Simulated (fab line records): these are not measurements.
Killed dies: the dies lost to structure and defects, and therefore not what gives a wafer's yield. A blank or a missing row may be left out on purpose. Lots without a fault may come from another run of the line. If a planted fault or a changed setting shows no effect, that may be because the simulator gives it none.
Which tool is to blame?    flow sky130    12 lots, 36 wafers sampled, at 3 steps of a route of 708

WHAT EACH GAUGE READ, for each wafer
SKY_VIA4_THK_MEAS_20: measures by xrf.
lot   measured      on             VIA4_W_THK (nm)
L075  day 43 05:21  film_metro-02  511 507 513
L077  day 43 11:59  film_metro-02  498 496 502
L079  day 44 17:13  film_metro-01  500 508 505
L080  day 45 03:31  film_metro-02  499 500 498
L083  day 45 12:43  film_metro-02  514 517 504
L085  day 46 05:43  film_metro-02  505 517 505
L087  day 46 15:10  film_metro-04  520 506 517
L090  day 47 10:38  film_metro-02  510 505 498
L091  day 47 12:53  film_metro-04  505 507 509
L093  day 47 18:24  film_metro-04  503 507 503
L095  day 48 00:31  film_metro-01  512 508 509
L097  day 48 18:50  film_metro-04  524 530 515

EACH LOT AND THE TOOL THAT RAN IT (in order: tool; ch and the chambers of the sampled wafers; start)
lot   SKY_VIA2_CMP_02                SKY_METAL4_SPUTTER_03
L075  cmp-02 ch 0,1,2, day 35 15:32  pvd_sputter-02, day 40 03:25
L077  cmp-02 ch 0,3, day 35 22:16    pvd_sputter-03, day 40 10:09
L079  cmp-02 ch 2,3, day 37 06:25    pvd_sputter-03, day 41 17:35
L080  cmp-01 ch 0,1,3, day 37 18:46  pvd_sputter-01, day 42 03:50
L083  cmp-02 ch 2,3, day 38 03:52    pvd_sputter-03, day 42 14:28
L085  cmp-01 ch 0,3, day 39 01:58    pvd_sputter-03, day 43 09:24
L087  cmp-02 ch 1,2,3, day 39 15:21  pvd_sputter-01, day 43 19:18
L090  cmp-02 ch 0,2,3, day 40 11:22  pvd_sputter-03, day 44 15:39
L091  cmp-02 ch 0,3, day 40 17:55    pvd_sputter-03, day 44 19:14
L093  cmp-01 ch 0,3, day 40 23:34    pvd_sputter-01, day 45 02:12
L095  cmp-01 ch 1,2,3, day 41 08:35  pvd_sputter-02, day 45 08:35
L097  cmp-02 ch 1,2,3, day 42 04:16  pvd_sputter-03, day 46 04:07
- SKY_VIA2_CMP_02: polishes SiO2.
- SKY_METAL4_SPUTTER_03: material Ti, target thk 5 nm, time 3.3 s.

THE ANSWER, worked out from the rows above alone
Rule: the lots themselves supply what counts as usual. The widest of any qualifying gaps counts: lots, ordered by their means at a reading, are off when they make up no more than a third of the lots, leave a main group of 4 or more, and stand apart from it by 3 or more times the standard deviation of that group's means. Not used: any main group whose means are identical at the precision the tables above print for the reading. A lot without any number at a reading at which 4 lots or more have one is off too. Where the step has rows for the other lots, those lots are counted as sound.
None of the lots is off at any reading shown; this tells nothing.

WHAT HAD BEEN PUT IN BY THE SIMULATOR
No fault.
